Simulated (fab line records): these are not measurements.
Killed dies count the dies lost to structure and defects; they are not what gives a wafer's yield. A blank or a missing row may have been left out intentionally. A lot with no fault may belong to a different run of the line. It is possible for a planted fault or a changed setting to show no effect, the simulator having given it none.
A lot that was struck, set against a sound lot :: flow sky130 :: 14 steps out of a route of 708
Sound: wafers L875.2, L875.3, L875.5. The struck wafers were L884.1, L884.3, L884.5. Last of all comes the cause.
Order at every step that has rows: each side's tool, ch and its chambers, its first start. Under that, the readings that differ: sound wafers :: struck wafers :: difference of the means :: sigmas: that difference in standard deviations of wafers without a fault.
alike: words and numbers the same on both sides, and readings whose means are apart by under 2 such deviations; not compared: readings that were withheld, readings missing a value for some wafer, numbers with overlapping values and no deviation given by the record, and bounds like >300 which may hide the same value.
The two part at a step that has a row with sigmas, a row that says differs or no value, or rows on one side only. Numbers that don't overlap but have no deviation are shown without sigmas and don't part them. A reading missing from all wafers of one side parts the sides only when that side holds two or more wafers.

first, 1 step without rows for these wafers: SKY_FIELD_ISO_DEVELOP_12 (develop time 60 s).
SKY_FIELD_ISO_CD_MEAS_13: target cd 150 nm.
  struck on cd_sem-02, day 5 00:38; sound on cd_sem-02, day 3 02:31
  alike: cd_nm
SKY_FIELD_ISO_ETCH_14: etches BARC in N2/H2, stops on SiO2, time 45.9 s, target depth 60 nm.
  sound on rie_diel-02 ch 1,2, day 3 02:37; struck on rie_diel-02 ch 0,1,3, day 5 00:45
  alike: drypump_motor_current_A, h2_flow_sccm, oes_product_au, throttle_valve_pct
  not compared: rf_hours_counter_h
SKY_FIELD_ISO_ETCH_15: etches the open film in CHF3/O2, stops on Si, target depth 180 nm, time 72 s.
  sound on rie_diel-02 ch 1,2, day 3 02:40; struck on rie_diel-02 ch 0,1,3, day 5 00:47
  alike: drypump_motor_current_A, oes_product_au, throttle_valve_pct
  not compared: rf_hours_counter_h
SKY_FIELD_ISO_STRIP_16: strips in O2/N2.
  sound on plasma_asher-02 ch 0,1, day 3 02:43; struck on plasma_asher-04 ch 0,1, day 5 00:51
  alike: drypump_motor_current_A, oes_product_au, strip_time_to_endpoint_s
  not compared: rf_hours_counter_h
SKY_FIELD_ISO_ETCH_17: etches Si in HBr/Cl2/O2, target depth 342 nm, time 97.7 s.
  sound on rie_si-01 ch 0,1,3, day 3 02:49; struck on rie_si-01 ch 0,1,3, day 5 00:57
  alike: drypump_motor_current_A, oes_product_au, throttle_valve_pct
  not compared: rf_hours_counter_h
then, 5 steps without rows for these wafers: SKY_FIELD_ISO_WET_ETCH_18 (etches Si3N4 in H3PO4, target depth 25 nm, time 286 s); SKY_FIELD_ISO_CLEAN_19 (cleans in SC1/SC2, time 150 s); SKY_FIELD_ISO_CLEAN_20 (cleans in dHF, time 20 s); SKY_FIELD_ISO_WET_ETCH_21 (etches SiO2 in dHF, target depth 20 nm, time 400 s); SKY_FIELD_ISO_OXIDATION_22 (stabilise 600 s, purge 300 s, target thk 10 nm).
SKY_FIELD_ISO_THK_MEAS_23:
  struck on film_metro-01, day 5 02:28; sound on film_metro-01, day 3 05:48
  alike: FIELD_ISO_OXIDATION_01_THK
SKY_FIELD_ISO_CVD_24: deposits SiO2, target thk 595 nm, time 99.2 s.
  sound on hdpcvd-02 ch 1,2, day 3 05:51; struck on hdpcvd-01 ch 0,2, day 5 02:31
  no value came back on the struck wafers for pressure_mtorr (mTorr), run_length_s (s); on the sound wafers pressure_mtorr (mTorr) reads 5.991 6.027 5.983
SKY_PAD_OPEN_PROBE_99:
  the record has rows for the sound wafers here (prober-02, day 46 19:04) and none for the struck ones

## WHERE THEY PART
At SKY_FIELD_ISO_CVD_24 first; at SKY_PAD_OPEN_PROBE_99 last (within this record only).

WHY: whatever the simulator had introduced
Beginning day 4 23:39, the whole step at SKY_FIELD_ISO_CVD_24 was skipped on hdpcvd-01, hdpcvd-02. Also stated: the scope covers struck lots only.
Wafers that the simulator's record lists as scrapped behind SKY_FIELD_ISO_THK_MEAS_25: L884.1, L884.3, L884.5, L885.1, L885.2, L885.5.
